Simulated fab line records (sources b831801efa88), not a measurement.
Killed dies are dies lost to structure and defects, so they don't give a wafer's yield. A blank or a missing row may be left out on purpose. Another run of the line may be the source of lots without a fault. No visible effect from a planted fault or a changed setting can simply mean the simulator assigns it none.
2 desks looking at one fault || flow sky130 || each desk has only its own numbers; what lay behind them comes last

## AT THE TOOL OWNER'S DESK: litho track-04
Per lot that ran on this tool, the mean of the sampled wafers carrying a number, from the tool's own readings at SKY_METAL5_SOFTBAKE_10 (time 60 s). If a lot's mean is further than 4 standard deviations from the usual mean, the lot is out of limits and carries the mark OUT (the distance appears in the brackets).
Columns: A = heater power total W at SKY_METAL5_SOFTBAKE_10, usual 56.60 W; B = plate temp C at SKY_METAL5_SOFTBAKE_10, usual 89.99 C; C = resist line temp C at SKY_METAL5_SOFTBAKE_10, usual 22.99 C
{"lot": "L482", "first seen here": "day 43 17:52", "A": 56.54, "B": 89.92, "C": 22.92}
{"lot": "L483", "first seen here": "day 43 23:55", "A": 56.61, "B": 89.98, "C": 22.80}
{"lot": "L488", "first seen here": "day 45 11:25", "A": 56.62, "B": 90.03, "C": 23.09}
{"lot": "L495", "first seen here": "day 47 04:50", "A": "57.72 (+25) OUT", "B": "91.30 (+11) OUT", "C": 22.80}
{"lot": "L498", "first seen here": "day 47 18:41", "A": "57.71 (+25) OUT", "B": "91.24 (+10) OUT", "C": 23.03}
This desk finds L495, L498 out of limits, L495 being first, at day 47 04:50 (heater power total W at SKY_METAL5_SOFTBAKE_10). L482, L483, L488: within limits.

## METROLOGY DESK
Means of the sampled wafers that have a number, per lot and without regard to the tool the lot ran on: this is what the gauges read. If a lot's mean is further than 4 standard deviations from the usual mean, the lot is out of limits and carries the mark OUT (the distance appears in the brackets).
Columns: A = PASSIVATION_CVD_00_THK at SKY_PASSIVATION_THK_MEAS_01, usual 89.5 nm
{"lot": "L482", "first seen here": "day 44 05:41", "A": 89.9}
{"lot": "L483", "first seen here": "day 44 11:01", "A": 88.4}
{"lot": "L484", "first seen here": "day 45 01:02", "A": 89.7}
{"lot": "L486", "first seen here": "day 45 15:31", "A": 88.5}
{"lot": "L489", "first seen here": "day 45 22:32", "A": 89.0}
{"lot": "L488", "first seen here": "day 45 23:42", "A": 90.3}
{"lot": "L490", "first seen here": "day 46 07:24", "A": 88.6}
{"lot": "L495", "first seen here": "day 47 15:58", "A": 89.1}
{"lot": "L497", "first seen here": "day 47 23:08", "A": 88.9}
{"lot": "L498", "first seen here": "day 48 04:31", "A": 89.1}
{"lot": "L503", "first seen here": "day 49 05:47", "A": 89.2}
{"lot": "L502", "first seen here": "day 49 09:10", "A": 90.6}
This desk found nothing out of limits on any of the 12 lots.

## PUT TOGETHER
The tool owner's desk had the chance to raise an alarm at day 47 04:50 on L495, L498.
Nothing out of limits was seen by the metrology desk.
The metrology desk has L495, L498 on record, within its limits.
Of the lots named, all ran SKY_METAL5_SOFTBAKE_10 on litho track-04.

## WHAT HAD BEEN PUT IN BY THE SIMULATOR
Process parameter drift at SKY_METAL5_SOFTBAKE_10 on litho track-04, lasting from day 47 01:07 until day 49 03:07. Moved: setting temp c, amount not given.
Struck lots among those shown: L495, L498.
Each desk's first reading out of limits, in hours after the fault started: the tool owner's desk, 4.
